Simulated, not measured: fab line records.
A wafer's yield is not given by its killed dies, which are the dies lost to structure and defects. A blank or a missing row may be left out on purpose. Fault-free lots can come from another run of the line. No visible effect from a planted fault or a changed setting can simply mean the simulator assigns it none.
Struck lot and sound lot, side by side / flow sky130 / 15 out of 708 route steps
Sound: these wafers, L282.2, L282.3, L282.4. The struck wafers were L300.2, L300.4, L300.6. At the end, the cause is stated.
At each step with rows: each side's tool, then ch and its chambers, then its first start. Under that, the readings that differ: sound wafers / struck wafers / difference of the means / sigmas: that difference in standard deviations of wafers without a fault.
alike: words and numbers the same on both sides, and readings whose means are apart by under 2 such deviations; not compared: readings that were withheld, readings missing a value for some wafer, numbers with overlapping values and no deviation given by the record, and bounds like >300 which may hide the same value.
Wherever a step has rows on one side only, a row that says differs or no value, or a row with sigmas, the two part there. Numbers that don't overlap but have no deviation are shown without sigmas and don't part them. Lack of a reading on every wafer of one side parts them only where that side has two or more wafers.

SKY_VT_ADJUST_HVTP_OVL_MEAS_08:
  sound on overlay-01 at day 6 04:10; struck on overlay-02 at day 11 00:56
reading=VT_ADJUST_HVTP_OVL (nm); sound=-2.2 -3.8 -1.3; struck=2.0 -0.3 1.6; difference=+3.5; sigmas=+2
following that, these wafers have no rows for 1 step: SKY_VT_ADJUST_HVTP_IMPLANT_09.
SKY_VT_ADJUST_HVTP_STRIP_10: strips in O2/N2.
  sound on plasma asher-02 ch 0,1, day 6 04:21; struck on plasma asher-01 ch 0, day 11 01:07
  alike: chamber pressure mTorr, drypump motor current A, oes product au, strip time to endpoint s
  not compared: rf hours counter h
SKY_VT_ADJUST_HVTP_TW_MEAS_11:
  sound on film metro-01 at day 6 04:28; struck on film metro-02 at day 11 01:13
  alike: VT_ADJUST_HVTP_TW
then, 7 steps without rows for these wafers: SKY_VT_ADJUST_LVTN_DEHYDRATE_00 (time 60 s); SKY_VT_ADJUST_LVTN_HMDS_01 (prime time 60 s); SKY_VT_ADJUST_LVTN_COAT_02 (resist thk 3000 nm); SKY_VT_ADJUST_LVTN_SOFTBAKE_03; SKY_VT_ADJUST_LVTN_EXPOSE_04 (exposes mask NWM COMPLEMENT LESS NATIVE, target cd 840 nm); SKY_VT_ADJUST_LVTN_PEB_05; SKY_VT_ADJUST_LVTN_DEVELOP_06 (develop time 60 s).
SKY_VT_ADJUST_LVTN_OVL_MEAS_07:
  sound on overlay-01 at day 6 22:41; struck on overlay-01 at day 12 00:50
  alike: VT_ADJUST_LVTN_OVL
SKY_VT_ADJUST_LVTN_IMPLANT_08:
  sound on implanter-04 ch 0, day 6 22:44; struck on implanter-03 ch 0, day 12 00:54
reading=dose ions cm2; sound=1.571e+12 1.5699e+12 1.5693e+12; struck=1.501e+12 1.5033e+12 1.5017e+12; difference=-6.807e+10; sigmas=-43
SKY_VT_ADJUST_LVTN_STRIP_09: strips in O2/N2.
  sound on plasma asher-04 ch 0,1, day 6 22:52; struck on plasma asher-03 ch 0,1, day 12 01:01
  alike: chamber pressure mTorr, drypump motor current A, oes product au, strip time to endpoint s
  not compared: rf hours counter h
-- here the record skips 38 days between the struck wafers' starts before and after, leaving off in module VT_ADJUST_LVTN and picking up in module PAD_OPEN (first step shown: number 708 of the route) --
SKY_PAD_OPEN_PROBE_99:
  sound on prober-02 at day 45 20:48; struck on prober-01 at day 50 05:26
  alike: killed_at_M0_to_M3, killed_at_M4_up, killed at contacts, killed at front end, killed at other, killed dies, killed open, killed short

## WHERE THEY PART
Last at SKY_VT_ADJUST_LVTN_IMPLANT_08 as far as this record goes, first at SKY_VT_ADJUST_HVTP_OVL_MEAS_08. Later steps at which nothing parts them and some readings are alike: SKY_VT_ADJUST_LVTN_STRIP_09, SKY_PAD_OPEN_PROBE_99.

WHY: the cause the simulator had injected
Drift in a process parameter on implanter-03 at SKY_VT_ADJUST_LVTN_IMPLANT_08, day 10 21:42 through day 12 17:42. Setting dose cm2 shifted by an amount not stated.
